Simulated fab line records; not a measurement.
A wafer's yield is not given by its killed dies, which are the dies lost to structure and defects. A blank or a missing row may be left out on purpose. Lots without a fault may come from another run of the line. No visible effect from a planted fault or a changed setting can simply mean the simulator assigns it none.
Which tool was responsible? + flow sky130 + 6 lots with 18 wafers sampled at 4 steps, on a route of 708 steps

WHAT THE GAUGES READ, wafer by wafer
SKY_VIA3_CD_MEAS_12 targets a cd of 200 nm.
| lot  | measured     | on        | cd-nm (nm)        |
|------|--------------|-----------|-------------------|
| L519 | day 40 14:29 | cd-sem-01 | 200.0 200.9 199.5 |
| L521 | day 40 21:44 | cd-sem-02 | 200.1 199.1 197.8 |
| L523 | day 41 19:46 | cd-sem-01 | 198.3 199.0 197.7 |
| L528 | day 43 00:30 | cd-sem-02 | 200.3 200.3 199.3 |
| L531 | day 43 23:56 | cd-sem-01 | 195.6 195.7 195.3 |
| L539 | day 46 02:11 | cd-sem-02 | 198.9 197.6 198.6 |

WHICH TOOL RAN EACH LOT (tool, then ch and the chambers of the sampled wafers, then the start)
| lot  | SKY_METAL3_SPUTTER_01        | SKY_METAL3_SPUTTER_04        | SKY_VIA3_DEVELOP_11               |
|------|------------------------------|------------------------------|-----------------------------------|
| L519 | pvd-sputter-02, day 37 07:37 | pvd-sputter-02, day 37 07:42 | litho-track-04 ch 0, day 40 14:00 |
| L521 | pvd-sputter-04, day 37 16:19 | pvd-sputter-04, day 37 16:24 | litho-track-03 ch 0, day 40 21:00 |
| L523 | pvd-sputter-02, day 38 15:40 | pvd-sputter-02, day 38 15:45 | litho-track-03 ch 0, day 41 19:00 |
| L528 | pvd-sputter-02, day 39 21:56 | pvd-sputter-02, day 39 22:01 | litho-track-03 ch 0, day 43 00:00 |
| L531 | pvd-sputter-04, day 41 00:08 | pvd-sputter-04, day 41 00:14 | litho-track-03 ch 0, day 43 23:00 |
| L539 | pvd-sputter-04, day 43 06:05 | pvd-sputter-04, day 43 06:10 | litho-track-04 ch 0, day 46 02:00 |
- SKY_METAL3_SPUTTER_01: material TiN, target thk 20 nm, time 16.7 s.
- SKY_METAL3_SPUTTER_04: material TiN, target thk 70 nm, time 58.3 s.
- SKY_VIA3_DEVELOP_11: develop time 60 s.

THE ANSWER, worked out from the rows above alone
Rule: the usual values come from the lots themselves. The widest of any qualifying gaps counts: lots, ordered by their means at a reading, are off when they make up no more than a third of the lots, leave a main group of 4 or more, and stand apart from it by 3 or more times the standard deviation of that group's means. Not used: any main group whose means are identical at the precision the tables above print for the reading. A lot without any number at a reading at which 4 lots or more have one is off too. Any other lot the step has rows for is counted as sound.
Off: L531, at SKY_VIA3_CD_MEAS_12 (cd-nm). For the main group the mean is 199.2 nm and the standard deviation 0.77.
A tool fits if, at a process step before that reading, it ran every lot that is off, and no sound lot after the first of them. The gauges at SKY_VIA3_CD_MEAS_12 are tried like those tools. This does not decide it: 2 tools fit, namely litho-track-03 at SKY_VIA3_DEVELOP_11 and cd-sem-01 at SKY_VIA3_CD_MEAS_12.

WHAT THE SIMULATOR HAD PUT IN
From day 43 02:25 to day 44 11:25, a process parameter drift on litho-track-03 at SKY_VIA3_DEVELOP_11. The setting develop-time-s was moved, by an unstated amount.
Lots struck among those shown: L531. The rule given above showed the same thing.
